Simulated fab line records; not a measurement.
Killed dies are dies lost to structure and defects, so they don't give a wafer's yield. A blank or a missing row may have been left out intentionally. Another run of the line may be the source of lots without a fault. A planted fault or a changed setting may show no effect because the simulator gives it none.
A struck lot beside a sound one    flow sky130    15 steps out of a route of 708
Sound: these wafers, L351.2, L351.5, L351.6. The struck wafers were L354.2, L354.4, L354.5. At the end, the cause is stated.
For every step that has rows: the tool of each side, followed by ch and its chambers, followed by its first start. Under that, the readings that differ: sound wafers    struck wafers    difference of the means    sigmas: that difference in standard deviations of wafers without a fault.
alike: readings whose means differ by less than 2 such deviations, and words and numbers that are the same on both sides. not compared: withheld readings, readings that some wafer has no value for, bounds like >300 that may hide the same value, and numbers for which the record gives no deviation and whose values overlap.
The two part at a step that has a row with sigmas, a row that says differs or no value, or rows on one side only. Non-overlapping numbers with no deviation appear without sigmas and do not part them. A reading missing from all wafers of one side parts the sides only when that side holds two or more wafers.

first, 8 steps without rows for these wafers: SKY_FIELD_ISO_DEHYDRATE_05 (time 60 s); SKY_FIELD_ISO_HMDS_06 (prime time 60 s); SKY_FIELD_ISO_COAT_07 (resist thk 60 nm); SKY_FIELD_ISO_COAT_08 (resist thk 450 nm); SKY_FIELD_ISO_SOFTBAKE_09 (time 90 s); SKY_FIELD_ISO_EXPOSE_10 (exposes mask FOM, target cd 150 nm); SKY_FIELD_ISO_PEB_11; SKY_FIELD_ISO_DEVELOP_12 (develop time 60 s).
SKY_FIELD_ISO_CD_MEAS_13: the cd target is 150 nm.
  sound on cdSem-01 at day 4 02:02; struck on cdSem-01 at day 4 10:02
  alike: cdNm
SKY_FIELD_ISO_ETCH_14: etches BARC in N2/H2, stops on SiO2, time 45.9 s, target depth 60 nm.
  sound on rieDiel-04 ch 0,1,2, day 4 02:08; struck on rieDiel-01 ch 0,3, day 4 10:08
  alike: drypumpMotorCurrentA, oesProductAu, rfFwdPowerW, throttleValvePct
  not compared: rfHoursCounterH
SKY_FIELD_ISO_ETCH_15: etches the open film in CHF3/O2, stops on Si, target depth 180 nm, time 72 s.
  sound on rieDiel-04 ch 0,1,2, day 4 02:11; struck on rieDiel-01 ch 0,3, day 4 10:11
  alike: drypumpMotorCurrentA, oesProductAu, rfFwdPowerW, throttleValvePct
  not compared: rfHoursCounterH
SKY_FIELD_ISO_STRIP_16: strips in O2/N2.
  sound on plasmaAsher-01 ch 0,1, day 4 02:14; struck on plasmaAsher-02 ch 0,1, day 4 10:14
  alike: drypumpMotorCurrentA, oesProductAu, stripTimeToEndpointS
  not compared: rfHoursCounterH
SKY_FIELD_ISO_ETCH_17: etches Si in HBr/Cl2/O2, target depth 342 nm, time 97.7 s.
  sound on rieSi-02 ch 0,3, day 4 02:20; struck on rieSi-01 ch 2,3, day 4 10:20
reading                              sound                 struck                difference  sigmas
oesProductAu (a.u.)                  0.995 0.993 1.007     0.952 0.933 0.955     -0.052      -6
rfFwdPowerW (W)                      595.1 594.5 599.7     499.3 497.8 503.0     -96.4       -44
throttleValvePct (%)                 25.660 25.661 25.643  25.696 25.696 25.690  +0.039      +4
model.FIELD_ISO.featureDepthNm (nm)  336.2 336.9 347.8     312.2 310.6 316.2     -27.3       
model.etch.depthNm (nm)              336.2 336.9 347.8     312.2 310.6 316.2     -27.3       
  alike: drypumpMotorCurrentA
  not compared: rfHoursCounterH
then, 1 step without rows for these wafers: SKY_FIELD_ISO_WET_ETCH_18 (etches Si3N4 in H3PO4, target depth 25 nm, time 286 s).
-- a jump in the record: the struck wafers' starts before and after are 44 days apart (it breaks off in module FIELD_ISO and resumes in module PAD_OPEN, where the first step shown is number 708 of the route) --
SKY_PAD_OPEN_PROBE_99:
  sound on prober-02 at day 47 23:47; struck on prober-01 at day 48 02:40
reading                                sound                         struck                         difference  sigmas
model.etest.res_p_drift_20v.lineOhmUm  1.126e+04 1.11e+04 1.207e+04  9517 9493 9665                 -1918       
model.etest.res_p_drift_20v.rsOhmSq    9322 9270 1.005e+04           8017 7935 8110                 -1527       
model.etest.pfet_16v.rOnOhmUm          1.523e+04 1.525e+04 1.6e+04   1.443e+04 1.438e+04 1.448e+04  -1.063e+03  
model.etest.resIsoPwell.rsOhmSq        3268 3300 3685                2890 2825 2970                 -523        
model.etest.resIsoPwell.lineOhmUm      1228 1271 1405                1103 1079 1119                 -201        
model.etest.resNwell.lineOhmUm         1138 1159 1217                1043 1026 1047                 -133        
model.etest.resNwell.rsOhmSq           967.6 970.3 1015              877 865.6 891.4                -106        
model.etest.pfet_16v.driveUaUm         247.8 245.4 237.3             250.9 251.4 250                +7.3        
  alike: killed_at_M0_to_M3, killed_at_M4_up, killedAtContacts, killedAtFrontEnd, killedAtOther, killedDies, killedOpen, killedShort

WHERE THEY PART
Only at SKY_FIELD_ISO_ETCH_17, as far as this record shows. Later steps at which nothing parts them and some readings are alike: SKY_PAD_OPEN_PROBE_99.

WHY: whatever the simulator had introduced
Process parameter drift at SKY_FIELD_ISO_ETCH_17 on rieSi-01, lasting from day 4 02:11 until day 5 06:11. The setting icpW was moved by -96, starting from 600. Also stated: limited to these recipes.
